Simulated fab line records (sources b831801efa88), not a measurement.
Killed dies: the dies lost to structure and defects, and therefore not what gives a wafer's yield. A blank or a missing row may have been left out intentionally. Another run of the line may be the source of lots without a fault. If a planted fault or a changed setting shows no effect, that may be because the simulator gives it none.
fab line records	flow sky130	part 1 of 2: steps 1 to 29 of 40
record: lots: 5	wafers: 15	last_day: 50
route steps=708 shown POLY_GATE@220 LDD_N@237 LDD_P@255
lots that met no fault: from a run of the same line without faults
start_h: start of the lot's first displayed wafer, in hours after the record's first day	wait_h: hours since the lot's step before	" same as the row above	L1.1+2: a row that stands for several wafers	- either no value or no given start	* or withheld: withheld	< > ~ a bound
route shown NAME@n: names a module that has steps shown in the file, with the first one's number in the route	usual: mean/standard deviation taken from wafers without a fault	same: alike in all rows	chamber/n: place in a boat	sites: readings site by site	_std_site: the values' standard deviation	_edge_site: outer sites' mean less inner sites'	radius_mm: how far each site lies from the wafer's centre	mask NAME#n: copy n	behind: the tool/chamber that last shaped the wafer	hold: why the lot was held/for how many hours/how that ended	device: which transistor (n, p or np) failed to switch	end of line: tests of these same wafers at the route's end	a step given without rows: its recipe and nothing more	killed: dies lost to structure and defects at the first sort, not the wafer's yield	map: the dies of a wafer, with x for killed, . for not killed, _ for no die there
set.NAME: the setting the step ran with; set.NAME@STEP: the setting that earlier step ran with	model.NAME: the simulator's own value behind a step, which no gauge read
a table for each step, a row for each wafer; lots at some steps of the route
services: a tool's chamber out of use, with start hour (start_h, from the record's first day; less than 0 if before it), hours out, and reason
== steps ==
step: SKY_POLY_GATE_HMDS_06
recipe: prime_time_s: 60	prime_temp_c: 120
same: prime_time_s: 60
lot.wafer	tool	chamber	start_h	wait_h
L077.1+3+6	litho_track-04	0	376.01	0.1
L078.2+4+6	litho_track-02	0	384.91	0.1
L082.2+3+4	litho_track-04	0	427.69	0.1
L085.2+4+5	litho_track-03	0	453.04	0.1
L097.1+4+6	litho_track-04	0	548.36	0.1
step: SKY_POLY_GATE_COAT_07
recipe: resist: BARC	temp_c: withheld	time_s: withheld	spin_rpm: 3000	resist_thk_nm: 110
lot.wafer	tool	chamber	start_h	wait_h
L077.1+3+6	litho_track-04	0	376.16	0.1
L078.2+4+6	litho_track-02	0	385.06	0.1
L082.2+3+4	litho_track-04	0	427.84	0.1
L085.2+4+5	litho_track-03	0	453.19	0.1
L097.1+4+6	litho_track-04	0	548.51	0.1
step: SKY_POLY_GATE_COAT_08
recipe: resist: KrF-thick	spin_rpm: 3000	resist_thk_nm: 450
lot.wafer	tool	chamber	start_h	wait_h
L077.1+3+6	litho_track-04	0	-	-
L078.2+4+6	litho_track-02	0	-	-
L082.2+3+4	litho_track-04	0	-	-
L085.2+4+5	litho_track-03	0	-	-
L097.1+4+6	litho_track-04	0	-	-
step: SKY_POLY_GATE_SOFTBAKE_09
recipe: temp_c: 100	time_s: 90	resist: KrF-thick
lot.wafer	tool	chamber	start_h	wait_h
L077.1+3+6	litho_track-04	0	-	-
L078.2+4+6	litho_track-02	0	-	-
L082.2+3+4	litho_track-04	0	-	-
L085.2+4+5	litho_track-03	0	-	-
L097.1+4+6	litho_track-04	0	-	-
step: SKY_POLY_GATE_EXPOSE_10
recipe: mask_id: P1M	na: 0.68	source_shape: conventional	sigma_outer: 0.6	target_cd_nm: 150	dose_mj: 28
usual: stage_vel_mm_s: 500.06/0.24
same: na: 0.68
lot.wafer	tool	chamber	start_h	wait_h	mask	stage_vel_mm_s
L077.1	krf_scanner-02	0	-	-	P1M#0	500.30
L077.3	"	0	"	"	P1M#0	500.01
L077.6	"	0	"	"	P1M#0	500.06
L078.2	krf_scanner-02	0	-	-	P1M#0	500.05
L078.4	"	0	"	"	P1M#0	500.02
L078.6	"	0	"	"	P1M#0	500.10
L082.2	krf_scanner-02	0	-	-	P1M#0	499.98
L082.3	"	0	"	"	P1M#0	499.89
L082.4	"	0	"	"	P1M#0	500.18
L085.2	krf_scanner-01	0	-	-	P1M#0	500.08
L085.4	"	0	"	"	P1M#0	500.36
L085.5	"	0	"	"	P1M#0	500.14
L097.1	krf_scanner-02	0	-	-	P1M#0	500.05
L097.4	"	0	"	"	P1M#0	500.24
L097.6	"	0	"	"	P1M#0	500.15
step: SKY_POLY_GATE_PEB_11
recipe: peb_temp_c: withheld	peb_time_s: withheld	resist: KrF-thick
lot.wafer	tool	chamber	start_h	wait_h
L077.1+3+6	litho_track-04	0	-	-
L078.2+4+6	litho_track-03	0	-	-
L082.2+3+4	litho_track-02	0	-	-
L085.2+4+5	litho_track-03	0	-	-
L097.1+4+6	litho_track-04	0	-	-
step: SKY_POLY_GATE_DEVELOP_12
recipe: develop_time_s: 60	resist: KrF-thick	dev_temp_c: 21
lot.wafer	tool	chamber	start_h	wait_h
L077.1+3+6	litho_track-04	0	-	-
L078.2+4+6	litho_track-03	0	-	-
L082.2+3+4	litho_track-02	0	-	-
L085.2+4+5	litho_track-03	0	-	-
L097.1+4+6	litho_track-04	0	-	-
step: SKY_POLY_GATE_CD_MEAS_13
recipe: target_cd_nm: 150
usual: cd_nm: 150.0/1.4
lot.wafer	tool	chamber	start_h	wait_h	cd_nm
L077.1	cd_sem-01	-	390.86	-	148.7
L077.3	"	-	"	"	149.3
L077.6	"	-	"	"	149.2
L078.2	cd_sem-01	-	400.49	-	152.3
L078.4	"	-	"	"	151.8
L078.6	"	-	"	"	152.1
L082.2	cd_sem-01	-	443.21	-	148.6
L082.3	"	-	"	"	148.9
L082.4	"	-	"	"	149.9
L085.2	cd_sem-02	-	469.09	-	148.4
L085.4	"	-	"	"	150.3
L085.5	"	-	"	"	148.0
L097.1	cd_sem-02	-	563.61	-	151.4
L097.4	"	-	"	"	152.0
L097.6	"	-	"	"	152.3
step: SKY_POLY_GATE_OVL_MEAS_14
usual: POLY_GATE_OVL: 1/5.3
lot.wafer	tool	chamber	start_h	wait_h	POLY_GATE_OVL[nm]
L077.1	overlay-01	-	390.98	0.1	4
L077.3	"	-	"	"	0
L077.6	"	-	"	"	7
L078.2	overlay-02	-	400.59	0.1	-1
L078.4	"	-	"	"	0
L078.6	"	-	"	"	2
L082.2	overlay-01	-	443.31	0.1	5
L082.3	"	-	"	"	4
L082.4	"	-	"	"	-1
L085.2	overlay-02	-	469.19	0.1	-1
L085.4	"	-	"	"	-7
L085.5	"	-	"	"	-6
L097.1	overlay-02	-	563.73	0.1	2
L097.4	"	-	"	"	3
L097.6	"	-	"	"	-6
step: SKY_POLY_GATE_ETCH_15
recipe: chemistry: N2/H2	target: BARC	ion_energy_ev: 200	source_w: 500	bias_w: 100	pressure_mtorr: 30	n2_flow_sccm: 100	h2_flow_sccm: 200	stop_on: SiO2	time_s: 118.5	target_depth_a: 1100
usual: drypump_motor_current_A: 5.75/0.29	oes_product_au: 0.716/0.0045	throttle_valve_pct: 13.213/0.0093
lot.wafer	tool	chamber	start_h	wait_h	drypump_motor_current_A	oes_product_au	rf_hours_counter_h	throttle_valve_pct
L077.1	rie_diel-04	0	391.02	0.0	5.86	0.715	18	13.203
L077.3	"	1	"	"	5.83	0.715	85	13.225
L077.6	"	2	"	"	5.74	0.716	-	13.203
L078.2	rie_diel-01	1	400.62	0.0	6.09	0.721	6	13.207
L078.4	"	3	"	"	5.40	0.719	44	13.215
L078.6	"	0	"	"	5.38	0.718	-	13.205
L082.2	rie_diel-04	1	443.34	0.0	5.83	0.719	86	13.209
L082.3	"	2	"	"	5.76	0.717	6	13.219
L082.4	"	0	"	"	5.86	0.726	19	13.238
L085.2	rie_diel-01	2	469.22	0.0	6.19	0.725	9	13.209
L085.4	"	0	"	"	5.37	0.721	93	13.218
L085.5	"	3	"	"	5.38	0.726	-	13.213
L097.1	rie_diel-02	2	563.77	0.0	5.20	0.711	47	13.203
L097.4	"	1	"	"	5.68	0.710	8	13.208
L097.6	"	0	"	"	6.00	0.710	-	13.215
step: SKY_POLY_GATE_ETCH_16
recipe: stop_on: poly-Si	chemistry: CH3F/O2	target: Si3N4	source_w: 400	bias_w: 80	pressure_mtorr: 25	ch3f_flow_sccm: 40	O2_flow_sccm: 30	time_s: 147.5	target_depth_a: 750
usual: drypump_motor_current_A: 5.74/0.29	oes_product_au: 0.640/0.0053	throttle_valve_pct: 10.537/0.0088
lot.wafer	tool	chamber	start_h	wait_h	drypump_motor_current_A	oes_product_au	rf_hours_counter_h	throttle_valve_pct
L077.1	rie_diel-04	0	391.10	0.0	5.86	0.638	18	10.532
L077.3	"	1	"	"	5.79	0.641	85	10.523
L077.6	"	2	"	"	5.74	0.646	-	10.543
L078.2	rie_diel-01	1	400.70	0.0	6.06	0.639	6	10.548
L078.4	"	3	"	"	5.36	0.645	44	10.530
L078.6	"	0	"	"	5.36	0.640	-	10.535
L082.2	rie_diel-04	1	443.42	0.0	5.80	0.637	86	10.525
L082.3	"	2	"	"	5.75	0.632	6	10.529
L082.4	"	0	"	"	5.84	0.630	19	10.531
L085.2	rie_diel-01	2	469.30	0.0	6.18	0.637	9	10.537
L085.4	"	0	"	"	5.33	0.641	93	10.537
L085.5	"	3	"	"	5.38	0.643	-	10.550
L097.1	rie_diel-02	2	563.85	0.0	5.18	0.645	47	10.547
L097.4	"	1	"	"	5.67	0.641	8	10.542
L097.6	"	0	"	"	6.02	0.643	-	10.537
step: SKY_POLY_GATE_ETCH_17
recipe: target_depth_nm: 180	stop_on: SiO2	over_etch_frac: 0.56667	chemistry: HBr/Cl2	target: poly-Si	icp_w: 400	bias_w: 100	pressure_mtorr: 10	HBr_flow_sccm: 150	Cl2_flow_sccm: 50	time_s: 70.5
usual: HBr_flow_sccm: 150.0/0.49	drypump_motor_current_A: 5.6/0.51	mfc_cl2_sccm: 50.01/0.16	oes_product_au: 0.988/0.0081	throttle_valve_pct: 33.684/0.0088
lot.wafer	tool	chamber	start_h	wait_h	HBr_flow_sccm	drypump_motor_current_A	mfc_cl2_sccm	oes_product_au	rf_hours_counter_h	throttle_valve_pct
L077.1	rie_si-02	0	391.20	0.0	150.3	5.9	49.99	0.988	34	33.690
L077.3	"	1	"	"	150.2	5.0	49.95	0.989	62	33.680
L077.6	"	3	"	"	150.1	5.9	50.12	0.984	-	33.690
L078.2	rie_si-01	1	400.80	0.0	150.9	5.4	50.29	0.978	1	33.686
L078.4	"	0	"	"	150.0	5.1	49.88	1.008	4	33.686
L078.6	"	1	"	"	150.5	5.4	50.23	0.988	-	33.693
L082.2	rie_si-02	0	443.52	0.0	150.2	5.9	49.80	0.996	34	33.677
L082.3	"	1	"	"	150.0	5.0	49.95	0.985	63	33.676
L082.4	"	3	"	"	150.1	5.9	50.33	0.982	6	33.688
L085.2	rie_si-01	1	469.40	0.0	149.9	5.4	50.04	0.969	2	33.674
L085.4	"	0	"	"	149.9	5.2	50.08	0.981	5	33.677
L085.5	"	3	"	"	149.9	4.9	49.92	0.981	-	33.684
L097.1	rie_si-02	3	563.95	0.0	150.5	5.9	49.86	0.984	7	33.680
L097.4	"	2	"	"	150.3	6.1	50.15	0.976	1	33.682
L097.6	"	3	"	"	150.3	5.9	50.11	0.991	-	33.678
step: SKY_POLY_GATE_STRIP_18
recipe: chemistry: O2/N2	power_w: 1400	pressure_mtorr: 1500	platen_temp_c: withheld	o2_flow_sccm: 3000	n2_flow_sccm: 300	overash_fraction: 0.5
usual: drypump_motor_current_A: 5.70/0.28	oes_product_au: 0.361/0.0049	strip_time_to_endpoint_s: 3.17/0.038
lot.wafer	tool	chamber	start_h	wait_h	drypump_motor_current_A	oes_product_au	rf_hours_counter_h	strip_time_to_endpoint_s
L077.1	plasma_asher-03	0	391.26	0.0	5.52	0.356	59	3.16
L077.3	"	1	"	"	5.92	0.367	-	3.23
L077.6	"	1	"	"	5.95	0.361	-	3.20
L078.2	plasma_asher-04	0	400.86	0.0	5.26	0.357	73	3.24
L078.4	"	0	"	"	5.26	0.359	-	3.16
L078.6	"	0	"	"	5.26	0.359	-	3.25
L082.2	plasma_asher-02	1	443.58	0.0	6.01	0.365	71	3.25
L082.3	"	1	"	"	6.00	0.373	-	3.23
L082.4	"	0	"	"	5.66	0.364	-	3.22
L085.2	plasma_asher-04	0	469.46	0.0	5.25	0.365	4	3.19
L085.4	"	1	"	"	6.00	0.366	-	3.19
L085.5	"	0	"	"	5.26	0.361	-	3.17
L097.1	plasma_asher-03	1	564.01	0.0	5.91	0.358	77	3.13
L097.4	"	1	"	"	5.89	0.364	-	3.26
L097.6	"	0	"	"	5.52	0.356	-	3.17
step: SKY_POLY_GATE_CLEAN_19
recipe: chemistry: SC1/SC2	mix: 1:4:20	temp_c: 70	time_s: 150	dry: n2_spin
usual: temp_c: 70.00/0.13
lot.wafer	tool	chamber	start_h	wait_h	temp_c
L077.1	wet_bench-04	0	391.36	0.1	70.07
L077.3	"	0	"	"	70.03
L077.6	"	0	"	"	70.18
L078.2	wet_bench-03	0	400.96	0.1	69.87
L078.4	"	0	"	"	69.95
L078.6	"	0	"	"	69.85
L082.2	wet_bench-02	1	443.68	0.1	70.07
L082.3	"	1	"	"	69.90
L082.4	"	1	"	"	69.95
L085.2	wet_bench-03	0	469.56	0.1	70.00
L085.4	"	0	"	"	69.98
L085.5	"	0	"	"	69.88
L097.1	wet_bench-02	3	564.11	0.1	70.10
L097.4	"	3	"	"	70.03
L097.6	"	3	"	"	70.09
step: SKY_POLY_GATE_OXIDATION_20
recipe: temp_c: 850	ambient: O2	stabilise_s: 600	purge_s: 300	target_thk_a: 40	ox_time_s: 899
usual: zone_power_bottom_pct: 27.5/0.48
lot.wafer	tool	chamber	start_h	wait_h	zone_power_bottom_pct
L077.1	furnace-02	0	391.63	0.2	28.2
L077.3	"	0	"	"	28.1
L077.6	"	0	"	"	28.2
L078.2	furnace-01	0	401.54	0.5	27.1
L078.4	"	0	"	"	27.4
L078.6	"	0	"	"	27.8
L082.2	furnace-02	0	444.63	0.9	27.9
L082.3	"	0	"	"	27.5
L082.4	"	0	"	"	28.0
L085.2	furnace-01	0	472.04	2.4	27.3
L085.4	"	0	"	"	27.2
L085.5	"	0	"	"	27.3
L097.1	furnace-02	0	564.44	0.3	28.4
L097.4	"	0	"	"	28.3
L097.6	"	0	"	"	28.1
step: SKY_POLY_GATE_THK_MEAS_21
recipe: reads: SiO2_of_POLY_GATE_OXIDATION_20
usual: POLY_GATE_OXIDATION_THK: 4.03/0.079
lot.wafer	tool	chamber	start_h	wait_h	POLY_GATE_OXIDATION_THK[nm]
L077.1	film_metro-04	-	392.88	0.0	3.95
L077.3	"	-	"	"	4.01
L077.6	"	-	"	"	3.98
L078.2	film_metro-01	-	402.80	0.0	4.24
L078.4	"	-	"	"	4.16
L078.6	"	-	"	"	4.12
L082.2	film_metro-04	-	445.89	0.0	4.05
L082.3	"	-	"	"	4.05
L082.4	"	-	"	"	4.08
L085.2	film_metro-01	-	473.30	0.0	4.03
L085.4	"	-	"	"	3.95
L085.5	"	-	"	"	4.09
L097.1	film_metro-01	-	565.69	0.0	3.90
L097.4	"	-	"	"	3.87
L097.6	"	-	"	"	3.85
step: SKY_POLY_GATE_CD_MEAS_22
usual: cd_nm: 149.4/2.3
lot.wafer	tool	chamber	start_h	wait_h	cd_nm
L077.1	cd_sem-02	-	392.94	0.1	150.7
L077.3	"	-	"	"	146.9
L077.6	"	-	"	"	149.2
L078.2	cd_sem-01	-	402.88	0.1	149.6
L078.4	"	-	"	"	151.0
L078.6	"	-	"	"	150.8
L082.2	cd_sem-02	-	445.97	0.1	145.0
L082.3	"	-	"	"	146.6
L082.4	"	-	"	"	151.0
L085.2	cd_sem-01	-	473.38	0.1	144.7
L085.4	"	-	"	"	149.7
L085.5	"	-	"	"	149.5
L097.1	cd_sem-01	-	565.75	0.1	151.6
L097.4	"	-	"	"	152.1
L097.6	"	-	"	"	150.6
step: SKY_LDD_N_DEHYDRATE_00
recipe: temp_c: 200	time_s: 60
lot.wafer	tool	chamber	start_h	wait_h
L077.1+3+6	litho_track-03	0	407.57	14.6
L078.2+4+6	litho_track-04	0	416.94	14.0
L082.2+3+4	litho_track-03	0	461.29	15.3
L085.2+4+5	litho_track-04	0	487.79	14.4
L097.1+4+6	litho_track-04	0	579.86	14.1
step: SKY_LDD_N_HMDS_01
recipe: prime_time_s: 60	prime_temp_c: 120
same: prime_time_s: 60
lot.wafer	tool	chamber	start_h	wait_h
L077.1+3+6	litho_track-03	0	407.72	0.1
L078.2+4+6	litho_track-04	0	417.09	0.1
L082.2+3+4	litho_track-03	0	461.44	0.1
L085.2+4+5	litho_track-04	0	487.94	0.1
L097.1+4+6	litho_track-04	0	580.01	0.1
step: SKY_LDD_N_COAT_02
recipe: resist: NOVOLAK	spin_rpm: 3000	resist_thk_nm: 300
lot.wafer	tool	chamber	start_h	wait_h
L077.1+3+6	litho_track-03	0	407.87	0.1
L078.2+4+6	litho_track-04	0	417.24	0.1
L082.2+3+4	litho_track-03	0	461.59	0.1
L085.2+4+5	litho_track-04	0	488.09	0.1
L097.1+4+6	litho_track-04	0	580.16	0.1
step: SKY_LDD_N_SOFTBAKE_03
recipe: temp_c: 90	time_s: 60	resist: NOVOLAK
lot.wafer	tool	chamber	start_h	wait_h
L077.1+3+6	litho_track-03	0	408.02	0.1
L078.2+4+6	litho_track-04	0	417.39	0.1
L082.2+3+4	litho_track-03	0	461.74	0.1
L085.2+4+5	litho_track-04	0	488.24	0.1
L097.1+4+6	litho_track-04	0	580.31	0.1
step: SKY_LDD_N_EXPOSE_04
recipe: mask_id: NTM	target_cd_nm: 840	na: 0.6	source_shape: conventional	sigma_outer: 0.6	dose_mj: 110
usual: stage_vel_mm_s: 500.00/0.26
same: na: 0.6
lot.wafer	tool	chamber	start_h	wait_h	mask	stage_vel_mm_s
L077.1	iline_stepper-02	0	-	-	NTM#0	499.89
L077.3	"	0	"	"	NTM#0	500.07
L077.6	"	0	"	"	NTM#0	500.42
L078.2	iline_stepper-02	0	-	-	NTM#0	499.97
L078.4	"	0	"	"	NTM#0	499.95
L078.6	"	0	"	"	NTM#0	500.17
L082.2	iline_stepper-01	0	-	-	NTM#0	499.97
L082.3	"	0	"	"	NTM#0	499.91
L082.4	"	0	"	"	NTM#0	500.35
L085.2	iline_stepper-02	0	-	-	NTM#0	500.23
L085.4	"	0	"	"	NTM#0	499.64
L085.5	"	0	"	"	NTM#0	499.89
L097.1	iline_stepper-01	0	-	-	NTM#0	500.24
L097.4	"	0	"	"	NTM#0	500.06
L097.6	"	0	"	"	NTM#0	500.65
step: SKY_LDD_N_PEB_05
recipe: temp_c: withheld	time_s: *	resist: NOVOLAK
lot.wafer	tool	chamber	start_h	wait_h
L077.1+3+6	litho_track-01	0	-	-
L078.2+4+6	litho_track-04	0	-	-
L082.2+3+4	litho_track-03	0	-	-
L085.2+4+5	litho_track-01	0	-	-
L097.1+4+6	litho_track-01	0	-	-
step: SKY_LDD_N_DEVELOP_06
recipe: develop_time_s: 60	dev_temp_c: 23
lot.wafer	tool	chamber	start_h	wait_h
L077.1+3+6	litho_track-01	0	422.39	0.1
L078.2+4+6	litho_track-04	0	432.69	0.1
L082.2+3+4	litho_track-03	0	476.59	0.1
L085.2+4+5	litho_track-01	0	503.86	0.1
L097.1+4+6	litho_track-01	0	594.78	0.1
step: SKY_LDD_N_OVL_MEAS_07
usual: LDD_N_OVL: -1.4/1.2
lot.wafer	tool	chamber	start_h	wait_h	LDD_N_OVL[nm]
L077.1	overlay-01	-	422.54	0.1	-1.7
L077.3	"	-	"	"	-1.0
L077.6	"	-	"	"	-1.7
L078.2	overlay-01	-	432.82	0.1	0.2
L078.4	"	-	"	"	0.8
L078.6	"	-	"	"	1.1
L082.2	overlay-02	-	476.72	0.1	-2.0
L082.3	"	-	"	"	-1.8
L082.4	"	-	"	"	-3.6
L085.2	overlay-01	-	503.99	0.1	1.3
L085.4	"	-	"	"	-0.4
L085.5	"	-	"	"	-0.7
L097.1	overlay-01	-	594.93	0.1	-4.5
L097.4	"	-	"	"	-2.7
L097.6	"	-	"	"	-2.7
step: SKY_LDD_N_IMPLANT_08
recipe: species: As	energy_kev: 20	dose_cm2: 7.5e+13	tilt_deg: withheld	rotation_deg: 23
usual: beam_on_s: 10.02/0.17
lot.wafer	tool	chamber	start_h	wait_h	beam_on_s
L077.1	implanter-01	0	422.57	0.0	10.13
L077.3	"	0	"	"	9.85
L077.6	"	0	"	"	9.83
L078.2	implanter-04	0	432.87	0.0	9.78
L078.4	"	0	"	"	10.08
L078.6	"	0	"	"	10.41
L082.2	implanter-04	0	476.78	0.0	10.21
L082.3	"	0	"	"	10.42
L082.4	"	0	"	"	9.87
L085.2	implanter-03	0	504.05	0.0	9.73
L085.4	"	0	"	"	9.95
L085.5	"	0	"	"	9.88
L097.1	implanter-04	0	594.97	0.0	9.99
L097.4	"	0	"	"	10.19
L097.6	"	0	"	"	9.97
step: SKY_LDD_N_IMPLANT_09
recipe: species: As	energy_kev: 20	dose_cm2: 7.5e+13	tilt_deg: withheld	rotation_deg: 113
usual: beam_on_s: 9.97/0.2
lot.wafer	tool	chamber	start_h	wait_h	beam_on_s
L077.1	implanter-01	0	422.72	0.1	10.11
L077.3	"	0	"	"	9.95
L077.6	"	0	"	"	9.90
L078.2	implanter-04	0	433.02	0.1	10.05
L078.4	"	0	"	"	10.31
L078.6	"	0	"	"	9.88
L082.2	implanter-04	0	476.93	0.1	9.65
L082.3	"	0	"	"	9.86
L082.4	"	0	"	"	9.80
L085.2	implanter-03	0	504.20	0.1	10.06
L085.4	"	0	"	"	10.21
L085.5	"	0	"	"	9.81
L097.1	implanter-04	0	595.12	0.1	9.75
L097.4	"	0	"	"	9.98
L097.6	"	0	"	"	10.08
step: SKY_LDD_N_IMPLANT_10
recipe: species: As	energy_kev: 20	dose_cm2: 7.5e+13	tilt_deg: withheld	rotation_deg: 203
usual: beam_on_s: 10.00/0.2
lot.wafer	tool	chamber	start_h	wait_h	beam_on_s
L077.1	implanter-01	0	422.87	0.1	10.27
L077.3	"	0	"	"	10.35
L077.6	"	0	"	"	10.02
L078.2	implanter-04	0	433.17	0.1	10.22
L078.4	"	0	"	"	9.91
L078.6	"	0	"	"	9.92
L082.2	implanter-04	0	477.08	0.1	10.05
L082.3	"	0	"	"	9.71
L082.4	"	0	"	"	10.26
L085.2	implanter-03	0	504.35	0.1	9.62
L085.4	"	0	"	"	9.78
L085.5	"	0	"	"	9.90
L097.1	implanter-04	0	595.27	0.1	10.30
L097.4	"	0	"	"	9.90
L097.6	"	0	"	"	10.14
step: SKY_LDD_N_IMPLANT_11
recipe: species: As	energy_kev: 20	dose_cm2: 7.5e+13	tilt_deg: withheld	rotation_deg: 293
usual: beam_on_s: 9.99/0.2
lot.wafer	tool	chamber	start_h	wait_h	beam_on_s
L077.1	implanter-01	0	423.02	0.1	10.03
L077.3	"	0	"	"	10.13
L077.6	"	0	"	"	10.25
L078.2	implanter-04	0	433.32	0.1	10.11
L078.4	"	0	"	"	10.00
L078.6	"	0	"	"	9.97
L082.2	implanter-04	0	477.23	0.1	9.34
L082.3	"	0	"	"	9.60
L082.4	"	0	"	"	10.11
L085.2	implanter-03	0	504.50	0.1	10.30
L085.4	"	0	"	"	10.20
L085.5	"	0	"	"	10.14
L097.1	implanter-04	0	595.42	0.1	10.05
L097.4	"	0	"	"	9.76
L097.6	"	0	"	"	9.92
